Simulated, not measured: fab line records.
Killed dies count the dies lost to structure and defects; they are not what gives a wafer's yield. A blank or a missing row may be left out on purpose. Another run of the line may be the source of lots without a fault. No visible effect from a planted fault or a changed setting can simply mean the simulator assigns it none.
Matching of chambers    flow sky130    SKY_CAPM_CVD_00 on pecvd-03 has 3 sister chambers
The step deposits SiO2, target thk 15.5 nm. 6 wafers are shown with their chamber, then 7 later ones without.

## EACH WAFER AND ITS CHAMBER
wafer   chamber  heaterPowerW (W)
L081.5  2        579
L086.2  1        834
L089.3  2        492
L089.5  0        683
L092.2  0        588
L092.3  1        927

## WAFERS MISSING THEIR CHAMBER
wafer   heaterPowerW (W)
L092.6  578
L091.1  590
L091.3  816
L091.4  590
L097.2  562
L097.5  662
L097.6  942

## CHAMBER TAKEN BY EACH
wafer   from the rows above      in truth
L092.6  can't be placed: 2 or 0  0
L091.1  can't be placed: 0 or 2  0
L091.3  can't be placed: 1 or 0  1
L091.4  can't be placed: 0 or 2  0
L097.2  can't be placed: 2 or 0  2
L097.5  can't be placed: 0 or 2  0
L097.6  1                        1
Correctly placed: 1 of 7. Not placeable from these rows: 6 (in 6, the candidates include the true chamber). Placed wrongly: 0.
How it was worked out, from the rows above alone: a wafer's distance from a chamber is the root of the sum, over the readings, of the square of ((its reading less the chamber's mean) divided by the reading's scatter). The wafer belongs to the nearest chamber; if the next one is less than 2 further off, it can't be placed. The mean given for a chamber averages the wafers shown for that chamber. The scatter: the root of (the sum of the squares of (reading less its chamber's mean) over the shown wafers, divided by (wafers less chambers)).
